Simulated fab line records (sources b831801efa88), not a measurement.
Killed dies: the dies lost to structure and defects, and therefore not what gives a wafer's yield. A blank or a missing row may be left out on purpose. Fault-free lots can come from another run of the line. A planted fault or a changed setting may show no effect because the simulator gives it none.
Which tool was responsible?    flow sky130    24 lots, 72 wafers sampled, at 6 steps of a route of 708

WHAT THE GAUGES SHOWED, per wafer
No reading from a measuring or inspecting step in the record can be judged against a usual standard deviation.

WHICH TOOL RAN EACH LOT (tool, then ch and the chambers of the sampled wafers, then the start)
lot   SKY_METAL3_SPUTTER_04         SKY_VIA3_CMP_02                SKY_VIA4_CVD_18                SKY_METAL5_SPUTTER_03         SKY_METAL5_STRIP_16                   SKY_PASSIVATION_CVD_00
L075  pvd-sputter-04, day 36 07:35  cmp-01 ch 2,3, day 38 12:35    cvd-w-02 ch 0,1, day 42 16:19  pvd-sputter-01, day 42 17:02  plasma-asher-03 ch 0,1, day 43 15:44  pecvd-03 ch 0,1,2, day 43 16:26
L074  pvd-sputter-03, day 36 08:18  cmp-02 ch 0,1, day 38 14:05    cvd-w-02 ch 0,1, day 42 18:07  pvd-sputter-03, day 42 18:51  plasma-asher-03 ch 0,1, day 43 17:59  pecvd-01 ch 0, day 43 18:40
L076  pvd-sputter-04, day 36 17:32  cmp-02 ch 0,1,3, day 38 22:17  cvd-w-01 ch 0,1, day 43 01:56  pvd-sputter-01, day 43 02:37  plasma-asher-03 ch 0,1, day 44 01:55  pecvd-01 ch 0,1, day 44 02:38
L077  pvd-sputter-02, day 36 21:45  cmp-01 ch 0,2, day 39 02:17    cvd-w-01 ch 0,1, day 43 05:28  pvd-sputter-03, day 43 06:09  plasma-asher-02 ch 0,1, day 44 05:22  pecvd-03 ch 0,2, day 44 05:58
L078  pvd-sputter-03, day 37 03:15  cmp-02 ch 0,2,3, day 39 08:08  cvd-w-02 ch 1, day 43 11:53    pvd-sputter-03, day 43 12:46  plasma-asher-03 ch 0,1, day 44 11:56  pecvd-03 ch 0,1,2, day 44 12:32
L079  pvd-sputter-04, day 37 15:18  cmp-02 ch 1,2, day 39 19:22    cvd-w-02 ch 0,1, day 43 22:19  pvd-sputter-01, day 43 23:02  plasma-asher-02 ch 0,1, day 44 21:33  pecvd-03 ch 1,2, day 44 22:08
L080  pvd-sputter-03, day 37 22:24  cmp-02 ch 1,3, day 40 01:41    cvd-w-02 ch 0,1, day 44 03:25  pvd-sputter-03, day 44 04:05  plasma-asher-02 ch 0,1, day 45 02:37  pecvd-01 ch 0,1, day 45 03:16
L081  pvd-sputter-03, day 38 20:08  cmp-02 ch 0,2,3, day 41 00:10  cvd-w-01 ch 0, day 45 01:02    pvd-sputter-01, day 45 01:55  plasma-asher-04 ch 1, day 45 23:32    pecvd-03 ch 0,1, day 46 00:08
L082  pvd-sputter-04, day 39 00:56  cmp-02 ch 0,1,3, day 41 03:10  cvd-w-01 ch 0, day 45 03:08    pvd-sputter-02, day 45 03:58  plasma-asher-03 ch 0,1, day 46 01:17  pecvd-01 ch 0,1, day 46 01:57
L083  pvd-sputter-04, day 39 01:32  cmp-01 ch 0,1,3, day 41 04:19  cvd-w-02 ch 0, day 45 04:07    pvd-sputter-03, day 45 04:56  plasma-asher-03 ch 0,1, day 46 02:02  pecvd-01 ch 1,2, day 46 03:07
L084  pvd-sputter-04, day 39 10:37  cmp-01 ch 1,2, day 41 14:11    cvd-w-01 ch 0,1, day 45 12:41  pvd-sputter-03, day 45 13:25  plasma-asher-02 ch 0,1, day 46 10:14  pecvd-04 ch 0,1,2, day 46 10:50
L085  pvd-sputter-04, day 39 13:53  cmp-01 ch 0,3, day 41 16:04    cvd-w-02 ch 0,1, day 45 15:02  pvd-sputter-03, day 45 15:43  plasma-asher-03 ch 0,1, day 46 12:16  pecvd-01 ch 1,2, day 46 12:50
L087  pvd-sputter-02, day 40 16:00  cmp-01 ch 0,1, day 42 15:58    cvd-w-01 ch 0,1, day 46 12:05  pvd-sputter-01, day 46 12:56  plasma-asher-02 ch 0,1, day 47 08:23  pecvd-04 ch 2, day 47 08:59
L086  pvd-sputter-04, day 40 17:37  cmp-02 ch 0,3, day 42 17:32    cvd-w-02 ch 0,1, day 46 13:47  pvd-sputter-03, day 46 14:31  plasma-asher-03 ch 0,1, day 47 10:05  pecvd-03 ch 1,2, day 47 10:41
L088  pvd-sputter-03, day 40 19:57  cmp-02 ch 0,1,3, day 42 19:31  cvd-w-02 ch 0,1, day 46 15:07  pvd-sputter-01, day 46 15:52  plasma-asher-04 ch 0,1, day 47 11:29  pecvd-03 ch 0,1,2, day 47 12:05
L089  pvd-sputter-03, day 41 06:22  cmp-01 ch 0,1, day 43 06:24    cvd-w-01 ch 0,1, day 47 01:52  pvd-sputter-02, day 47 02:36  plasma-asher-03 ch 0,1, day 47 22:45  pecvd-01 ch 1,2, day 47 23:20
L092  pvd-sputter-03, day 41 08:44  cmp-01 ch 1,2, day 43 08:56    cvd-w-02 ch 0,1, day 47 03:23  pvd-sputter-02, day 47 04:07  plasma-asher-03 ch 0,1, day 48 00:38  pecvd-01 ch 0,1,2, day 48 01:14
L090  pvd-sputter-02, day 41 10:58  cmp-01 ch 0,1,3, day 43 10:40  cvd-w-02 ch 0, day 47 05:19    pvd-sputter-03, day 47 06:06  plasma-asher-03 ch 0,1, day 48 01:47  pecvd-04 ch 1,2, day 48 02:25
L091  pvd-sputter-04, day 41 12:29  cmp-02 ch 2,3, day 43 12:46    cvd-w-02 ch 1, day 47 07:11    pvd-sputter-01, day 47 07:55  plasma-asher-04 ch 0, day 48 03:20    pecvd-03 ch 0,1,2, day 48 03:56
L093  pvd-sputter-03, day 41 16:07  cmp-01 ch 1,2,3, day 43 15:16  cvd-w-02 ch 0,1, day 47 08:35  pvd-sputter-01, day 47 09:19  plasma-asher-04 ch 0,1, day 48 04:33  pecvd-01 ch 0,2, day 48 05:08
L094  pvd-sputter-03, day 41 22:05  cmp-02 ch 0,1, day 43 21:34    cvd-w-01 ch 0,1, day 47 12:43  pvd-sputter-02, day 47 13:27  plasma-asher-03 ch 0,1, day 48 08:48  pecvd-04 ch 0,1, day 48 09:23
L095  pvd-sputter-04, day 42 06:03  cmp-02 ch 0,1,2, day 44 05:41  cvd-w-01 ch 0,1, day 47 21:08  pvd-sputter-01, day 47 21:57  plasma-asher-03 ch 0,1, day 48 16:17  pecvd-03 ch 0,1,2, day 48 16:53
L096  pvd-sputter-04, day 42 15:00  cmp-01 ch 1,2,3, day 44 13:29  cvd-w-01 ch 0,1, day 48 03:56  pvd-sputter-03, day 48 04:40  plasma-asher-02 ch 0,1, day 48 23:21  pecvd-03 ch 0,1, day 48 23:56
L097  pvd-sputter-04, day 42 21:30  cmp-02 ch 2,3, day 44 22:17    cvd-w-01 ch 0,1, day 48 09:35  pvd-sputter-03, day 48 10:19  plasma-asher-02 ch 0,1, day 49 04:50  pecvd-04 ch 1,2, day 49 05:26
- SKY_METAL3_SPUTTER_04: material TiN, target thk 70 nm, time 58.3 s.
- SKY_VIA3_CMP_02: polishes SiO2.
- SKY_VIA4_CVD_18: deposits W, target thk 505 nm, time 152.14 s.
- SKY_METAL5_SPUTTER_03: material Ti, target thk 5 nm, time 3.3 s.
- SKY_METAL5_STRIP_16: strips in O2/N2.
- SKY_PASSIVATION_CVD_00: deposits SiO2, target thk 90 nm.

AS READ BY THE TOOLS THEMSELVES (means over the sampled wafers that have a number; for cases with no such wafer, the mark the record gives instead)
SKY_METAL3_SPUTTER_04.
lot   tool            throttle-valve-pct (%)
L075  pvd-sputter-04  31.3
L074  pvd-sputter-03  28.0
L076  pvd-sputter-04  30.7
L077  pvd-sputter-02  29.6
L078  pvd-sputter-03  30.7
L079  pvd-sputter-04  31.2
L080  pvd-sputter-03  28.4
L081  pvd-sputter-03  29.9
L082  pvd-sputter-04  30.3
L083  pvd-sputter-04  30.5
L084  pvd-sputter-04  31.0
L085  pvd-sputter-04  31.6
L087  pvd-sputter-02  30.0
L086  pvd-sputter-04  31.4
L088  pvd-sputter-03  31.5
L089  pvd-sputter-03  30.2
L092  pvd-sputter-03  29.6
L090  pvd-sputter-02  30.2
L091  pvd-sputter-04  30.4
L093  pvd-sputter-03  28.3
L094  pvd-sputter-03  29.7
L095  pvd-sputter-04  31.0
L096  pvd-sputter-04  30.7
L097  pvd-sputter-04  30.3

SKY_VIA3_CMP_02.
lot   tool    motor-current-A (A)
L075  cmp-01  12.2
L074  cmp-02  11.4
L076  cmp-02  12.2
L077  cmp-01  12.8
L078  cmp-02  12.6
L079  cmp-02  12.2
L080  cmp-02  13.1
L081  cmp-02  12.3
L082  cmp-02  11.8
L083  cmp-01  13.2
L084  cmp-01  13.4
L085  cmp-01  13.2
L087  cmp-01  13.7
L086  cmp-02  12.9
L088  cmp-02  12.3
L089  cmp-01  13.4
L092  cmp-01  12.6
L090  cmp-01  13.9
L091  cmp-02  13.3
L093  cmp-01  12.9
L094  cmp-02  11.1
L095  cmp-02  11.9
L096  cmp-01  13.1
L097  cmp-02  13.5

SKY_VIA4_CVD_18.
lot   tool      heater-power-outer-w (W)  heater-power-w (W)
L075  cvd-w-02  505                       878
L074  cvd-w-02  516                       891
L076  cvd-w-01  575                       914
L077  cvd-w-01  581                       904
L078  cvd-w-02  520                       896
L079  cvd-w-02  515                       887
L080  cvd-w-02  499                       896
L081  cvd-w-01  516                       846
L082  cvd-w-01  520                       860
L083  cvd-w-02  493                       874
L084  cvd-w-01  567                       889
L085  cvd-w-02  502                       892
L087  cvd-w-01  544                       882
L086  cvd-w-02  501                       885
L088  cvd-w-02  505                       897
L089  cvd-w-01  546                       863
L092  cvd-w-02  512                       891
L090  cvd-w-02  498                       861
L091  cvd-w-02  509                       896
L093  cvd-w-02  509                       888
L094  cvd-w-01  549                       881
L095  cvd-w-01  579                       903
L096  cvd-w-01  539                       880
L097  cvd-w-01  571                       899

SKY_METAL5_SPUTTER_03.
lot   tool            throttle-valve-pct (%)
L075  pvd-sputter-01  30.9
L074  pvd-sputter-03  30.8
L076  pvd-sputter-01  31.4
L077  pvd-sputter-03  29.3
L078  pvd-sputter-03  30.6
L079  pvd-sputter-01  32.1
L080  pvd-sputter-03  30.7
L081  pvd-sputter-01  31.0
L082  pvd-sputter-02  30.3
L083  pvd-sputter-03  30.0
L084  pvd-sputter-03  31.4
L085  pvd-sputter-03  28.3
L087  pvd-sputter-01  30.2
L086  pvd-sputter-03  30.9
L088  pvd-sputter-01  31.8
L089  pvd-sputter-02  29.0
L092  pvd-sputter-02  30.0
L090  pvd-sputter-03  30.0
L091  pvd-sputter-01  30.2
L093  pvd-sputter-01  31.9
L094  pvd-sputter-02  30.2
L095  pvd-sputter-01  31.4
L096  pvd-sputter-03  30.3
L097  pvd-sputter-03  30.4

SKY_METAL5_STRIP_16.
lot   tool             drypump-motor-current-A (A)  oes-product-au (a.u.)  strip-time-to-endpoint-s (s)
L075  plasma-asher-03  6.1                          0.710                  13.02
L074  plasma-asher-03  6.1                          0.706                  12.82
L076  plasma-asher-03  6.3                          0.713                  13.19
L077  plasma-asher-02  5.7                          0.708                  12.97
L078  plasma-asher-03  6.2                          0.709                  12.93
L079  plasma-asher-02  5.7                          0.710                  12.98
L080  plasma-asher-02  5.7                          0.712                  12.97
L081  plasma-asher-04  5.9                          0.710                  13.00
L082  plasma-asher-03  6.3                          0.712                  12.81
L083  plasma-asher-03  6.1                          0.709                  13.04
L084  plasma-asher-02  5.7                          0.713                  12.95
L085  plasma-asher-03  6.3                          0.712                  12.97
L087  plasma-asher-02  5.7                          0.710                  13.06
L086  plasma-asher-03  6.1                          0.707                  13.04
L088  plasma-asher-04  5.4                          0.713                  13.08
L089  plasma-asher-03  6.1                          0.709                  12.90
L092  plasma-asher-03  6.2                          0.709                  12.97
L090  plasma-asher-03  6.2                          0.711                  12.96
L091  plasma-asher-04  5.3                          0.712                  13.02
L093  plasma-asher-04  5.4                          0.717                  12.96
L094  plasma-asher-03  6.3                          0.713                  13.07
L095  plasma-asher-03  6.3                          0.714                  12.89
L096  plasma-asher-02  5.7                          0.710                  13.09
L097  plasma-asher-02  5.7                          0.704                  12.86

SKY_PASSIVATION_CVD_00.
lot   tool      heater-power-outer-w (W)  heater-power-w (W)
L075  pecvd-03  332                       576
L074  pecvd-01  310                       606
L076  pecvd-01  323                       604
L077  pecvd-03  288                       533
L078  pecvd-03  358                       612
L079  pecvd-03  401                       671
L080  pecvd-01  372                       642
L081  pecvd-03  248                       490
L082  pecvd-01  311                       551
L083  pecvd-01  346                       598
L084  pecvd-04  293                       528
L085  pecvd-01  352                       605
L087  pecvd-04  289                       498
L086  pecvd-03  387                       663
L088  pecvd-03  333                       581
L089  pecvd-01  352                       633
L092  pecvd-01  330                       605
L090  pecvd-04  269                       474
L091  pecvd-03  315                       566
L093  pecvd-01  376                       663
L094  pecvd-04  265                       497
L095  pecvd-03  340                       596
L096  pecvd-03  286                       519
L097  pecvd-04  274                       497

THE ANSWER, worked out from the rows above alone
Rule: the lots themselves supply what counts as usual. The widest of any qualifying gaps counts: lots, ordered by their means at a reading, are off when they make up no more than a third of the lots, leave a main group of 4 or more, and stand apart from it by 3 or more times the standard deviation of that group's means. Not used: any main group whose means are identical at the precision the tables above print for the reading. A lot without any number at a reading at which 4 lots or more have one is off too. All remaining lots with rows at the step are treated as sound. Order of review: gauges by route order, followed by the tools' own readings, for which a lot's mean as printed above is used. At the first step where some lot is off, the reading lying furthest off is the one used; lots without a number count as furthest.
No lot is off on any of the readings shown, so nothing can be concluded from this.

WHAT THE SIMULATOR PUT IN
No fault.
